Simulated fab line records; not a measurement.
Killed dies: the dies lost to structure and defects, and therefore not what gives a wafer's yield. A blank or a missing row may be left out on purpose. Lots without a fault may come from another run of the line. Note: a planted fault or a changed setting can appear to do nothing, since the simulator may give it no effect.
Split-lot study + flow sfq_line + route with 325 steps; 5 lots, 23 wafers read

ON THE SPLIT
At SFQ_TRILAYER_JJ_CE_LITHO_PEB_117 (peb time 60 s), the setting peb_time_s was moved away from the recipe's 60 s on 7 of the 23 wafers read, by -8.0% to +7.9%. For the rest of the wafers, this setting stayed at what the recipe calls for.

SPLIT TO READING: what lies between them in the file, 1 step
- SFQ_TRILAYER_JJ_CE_LITHO_DEVELOP_116: time 60 s

THE READING
cd_nm, in nm, at SFQ_TRILAYER_JJ_CE_METRO_MEASURE_117. A value of 699.6 nm with a standard deviation of 1.4 nm is what fault-free wafers of this fab line usually give.

| wafer  | tool, chamber at the split | peb_time_s as run, s | against the recipe | cd_nm, nm | against lot-mates on the recipe |
|--------|----------------------------|----------------------|--------------------|-----------|---------------------------------|
| L078.1 | litho_track-03, 0          | 60                   | recipe             | 700.3     | -                               |
| L078.2 | litho_track-03, 0          | 60                   | recipe             | 699.5     | -                               |
| L078.3 | litho_track-03, 0          | 60                   | recipe             | 700.3     | -                               |
| L078.5 | litho_track-03, 0          | 60                   | recipe             | 700.6     | -                               |
| L078.6 | litho_track-03, 0          | 60                   | recipe             | 700.8     | -                               |
| L080.3 | litho_track-04, 0          | 60                   | recipe             | 698.6     | -                               |
| L080.4 | litho_track-04, 0          | 60                   | recipe             | 698.9     | -                               |
| L080.5 | litho_track-04, 0          | 60                   | recipe             | 698.6     | -                               |
| L082.1 | litho_track-02, 0          | 55.2                 | -8.0%              | 712.2     | +12.1                           |
| L082.2 | litho_track-02, 0          | 60                   | recipe             | 700.9     | -                               |
| L082.3 | litho_track-02, 0          | 60                   | recipe             | 700.2     | -                               |
| L082.5 | litho_track-02, 0          | 60                   | recipe             | 699.3     | -                               |
| L082.6 | litho_track-02, 0          | 55.2                 | -8.0%              | 714.3     | +14.2                           |
| L083.1 | litho_track-02, 0          | 60                   | recipe             | 699.3     | -                               |
| L083.3 | litho_track-02, 0          | 64.77                | +7.9%              | 687.5     | -11.0                           |
| L083.4 | litho_track-02, 0          | 64.77                | +7.9%              | 687.7     | -10.8                           |
| L083.5 | litho_track-02, 0          | 60                   | recipe             | 698.7     | -                               |
| L083.6 | litho_track-02, 0          | 60                   | recipe             | 697.6     | -                               |
| L084.1 | litho_track-03, 0          | 60                   | recipe             | 701.7     | -                               |
| L084.2 | litho_track-03, 0          | 63.62                | +6.0%              | 694.0     | -7.7                            |
| L084.3 | litho_track-03, 0          | 63.62                | +6.0%              | 693.5     | -8.2                            |
| L084.4 | litho_track-03, 0          | 63.62                | +6.0%              | 693.1     | -8.6                            |
| L084.6 | litho_track-03, 0          | 60                   | recipe             | 701.6     | -                               |

FIT RESULTS
A straight line over all 23 wafers: cd_nm changes by -1.46 nm for each +1% of peb_time_s; r = -0.97; the points scatter about the line by 1.5 nm.
The same after taking each lot's own level away (the mean of its wafers on the recipe; 23 wafers): -1.47 nm for each +1%; r = -0.99; scatter 0.73 nm.
Per that fit: largest peb_time_s move, reading shift of 12 nm.
Across the lots, their own levels run from 698.53 to 701.65 nm, a range of 2.2 times the standard deviation given above.
The two slopes are in agreement: the lot-to-lot level therefore moves the slope only a little.
Check: with one of the wafers moved furthest among these (-8.0%) left out of the fit, the line predicts +12.1 nm for it against its lot-mates. It came out at +12.1 nm against them.

ADDITIONAL SPLITS CARRIED BY THESE WAFERS
Note: prior to the reading, these wafers also went through further splits. Each is held against what the fit with the lots' levels taken away leaves over:
| other split on the same wafers                   | wafers away from the commonest value | r with cd_nm (lot level and that fit taken away) |
|--------------------------------------------------|--------------------------------------|--------------------------------------------------|
| SFQ_TRILAYER_I4_DEP_PECVD_099 time_s             | 5                                    | +0.15                                            |
| SFQ_TRILAYER_JJ_TRILAYER_DEP_SPUTTER_112 power_w | 8                                    | -0.01                                            |

THE WHOLE CHAIN: every reading that the file lists as answering this split, in the file's order
| step                                 | what it does                                              | reading                                                   | change (the file's fit)              | r (the file's) |
|--------------------------------------|-----------------------------------------------------------|-----------------------------------------------------------|--------------------------------------|----------------|
| SFQ_TRILAYER_JJ_CE_METRO_MEASURE_117 |                                                           | cd_nm                                                     | -1.47 nm for each +1% of the setting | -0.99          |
| SFQ_TRILAYER_JJ_CE_BARC_OPEN_RIE_150 | chemistry O2, target BARC, target depth 240 nm, time 80 s | JJ.cd_nm (the simulator's own value, which no gauge read) | -1.5 nm for each +1% of the setting  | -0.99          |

THE FILE'S OWN FIT
cd_nm changes by -1.47 nm for each +1% of peb_time_s, r = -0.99.
